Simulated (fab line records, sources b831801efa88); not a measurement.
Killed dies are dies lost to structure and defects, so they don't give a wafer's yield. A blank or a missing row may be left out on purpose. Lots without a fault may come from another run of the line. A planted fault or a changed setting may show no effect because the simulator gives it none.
Which tool did it? | flow gf180mcu | 6 lots, 18 wafers sampled, at 2 steps of a route of 602

WHAT THE GAUGES READ, wafer by wafer
GF_MVPSD_OVL_MEAS_07.
lot  | measured     | on         | MVPSD_OVL (nm)
L693 | day 5 05:14  | overlay-01 | -0.2 -1.3 -1.9
L697 | day 6 05:23  | overlay-01 | -4.1 -2.6 -3.7
L705 | day 8 15:14  | overlay-02 | - - -
L708 | day 9 01:35  | overlay-02 | -0.1 0.7 1.4
L711 | day 10 03:10 | overlay-02 | -1.4 -1.4 -1.4
L714 | day 10 12:59 | overlay-01 | -1.6 0.1 -2.2

WHICH TOOL RAN EACH LOT (tool, then ch and the chambers of the sampled wafers, then the start)
lot  | GF_MVPSD_EXPOSE_04
L693 | iline_stepper-02 ch 0, day 4 23:07
L697 | iline_stepper-02 ch 0, day 5 22:12
L705 | iline_stepper-01 ch 0, day 8 07:20
L708 | iline_stepper-01 ch 0, day 8 17:31
L711 | iline_stepper-01 ch 0, day 9 18:33
L714 | iline_stepper-02 ch 0, day 10 04:14
- GF_MVPSD_EXPOSE_04: exposes mask MVPSD, target cd 1000 nm.

THE ANSWER, worked out from the rows above alone
Rule: what is usual is taken from the lots themselves. Put in order of their means at a reading, lots are off if they are a third of the lots or fewer, leave a main group of 4 or more, and stand apart from it by a gap of 3 or more times the standard deviation of the main group's means; of several such gaps the widest counts. A main group whose means are all the same, to the digits that the tables above print for the reading, isn't used. A lot without any number at a reading at which 4 lots or more have one is off too. The other lots that the step has rows for count as sound.
Off: L705, at GF_MVPSD_OVL_MEAS_07 (MVPSD_OVL). Without a number there: L705. The main group: mean -1.3 nm, standard deviation 1.3.
A tool fits if, at a process step before that reading, it ran every lot that is off, and no sound lot after the first of them. The gauges at GF_MVPSD_OVL_MEAS_07 are tried like those tools. None of those tried fits.

WHAT THE SIMULATOR HAD PUT IN
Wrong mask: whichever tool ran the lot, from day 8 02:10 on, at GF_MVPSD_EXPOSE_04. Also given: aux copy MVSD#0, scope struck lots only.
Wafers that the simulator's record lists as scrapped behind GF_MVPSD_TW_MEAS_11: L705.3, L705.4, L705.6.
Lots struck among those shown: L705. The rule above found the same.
